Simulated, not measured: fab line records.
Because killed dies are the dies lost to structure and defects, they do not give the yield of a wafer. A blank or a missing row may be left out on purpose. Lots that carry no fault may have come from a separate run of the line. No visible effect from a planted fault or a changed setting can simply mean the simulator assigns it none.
A lot that was struck, set against a sound lot -- flow sky130 -- 15 steps out of a route of 708
Sound: the wafers L565.2, L565.4, L565.6. Struck: wafer L575.2; the same lot's L575.4 was not struck, so it is left out; see the end for the cause.
Each step with rows lists, per side, the tool, then ch with its chambers, then its first start. Under that, the readings that differ: sound wafers -- struck wafers -- difference of the means -- sigmas: that difference in standard deviations of wafers without a fault.
alike: words and numbers the same on both sides, and readings whose means are apart by under 2 such deviations; not compared: readings that were withheld, readings missing a value for some wafer, numbers with overlapping values and no deviation given by the record, and bounds like >300 which may hide the same value.
A row with sigmas, a row that says differs or no value, or rows on one side alone: a step with any of these is where the two part. Numbers that don't overlap but have no deviation are shown without sigmas and don't part them. A reading that every wafer of one side lacks parts them only if that side has two wafers or more.

SKY_METAL2_STRIP_20: strips in O2/N2.
  sound on plasma asher-01 ch 0,1, day 36 04:07; struck on plasma asher-01 ch 0, day 39 07:43
  alike: drypump motor current A, oes product au, strip time to endpoint s
  not compared: rf hours counter h
then, 4 steps without rows for these wafers: SKY_METAL2_STRIP_21 (strips in post etch residue remover, time 1200 s); SKY_METAL2_CLEAN_22 (cleans in IPA, time 180 s); SKY_METAL2_CLEAN_23 (cleans in O3/DIW); SKY_VIA2_HDPCVD_00 (deposits SiO2, target thk 1180 nm, time 196.7 s).
SKY_VIA2_THK_MEAS_01:
  sound on film metro-04, day 36 04:56; struck on film metro-02, day 39 08:27
reading,sound,struck,difference,sigmas
VIA2_HDPCVD_THK (nm),1173 1165 1166,1191,+23,+2
SKY_VIA2_CMP_02: polishes SiO2.
  sound on cmp-02 ch 0,2, day 36 05:02; struck on cmp-02 ch 3, day 39 08:36
  alike: motor current A
SKY_VIA2_BOW_MEAS_03:
  sound on film metro-01, day 36 05:18; struck on film metro-04, day 39 08:49
  alike: VIA2_BOW
then, 4 steps without rows for these wafers: SKY_VIA2_DEHYDRATE_04 (time 60 s); SKY_VIA2_HMDS_05 (prime time 60 s); SKY_VIA2_COAT_06 (resist thk 60 nm); SKY_VIA2_COAT_07 (resist thk 450 nm).
SKY_VIA2_SOFTBAKE_08: time 90 s.
  sound on litho track-01 ch 0, day 36 18:00; struck on litho track-01 ch 0, day 39 21:00
reading,sound,struck,difference,sigmas
run length s (s),119.22 119.21 119.19,124.96,+5.75,+30
  alike: chill plate temp C
then, 1 step without rows for these wafers: SKY_VIA2_EXPOSE_09 (exposes mask VIM2, target cd 200 nm).
SKY_PAD_OPEN_PROBE_99:
  rows exist in the record for the sound wafers here (prober-01, day 46 15:05), none for the struck ones

== WHERE THEY PART ==
At SKY_VIA2_THK_MEAS_01 first; at SKY_PAD_OPEN_PROBE_99 last (within this record only).

WHY: the cause the simulator had injected
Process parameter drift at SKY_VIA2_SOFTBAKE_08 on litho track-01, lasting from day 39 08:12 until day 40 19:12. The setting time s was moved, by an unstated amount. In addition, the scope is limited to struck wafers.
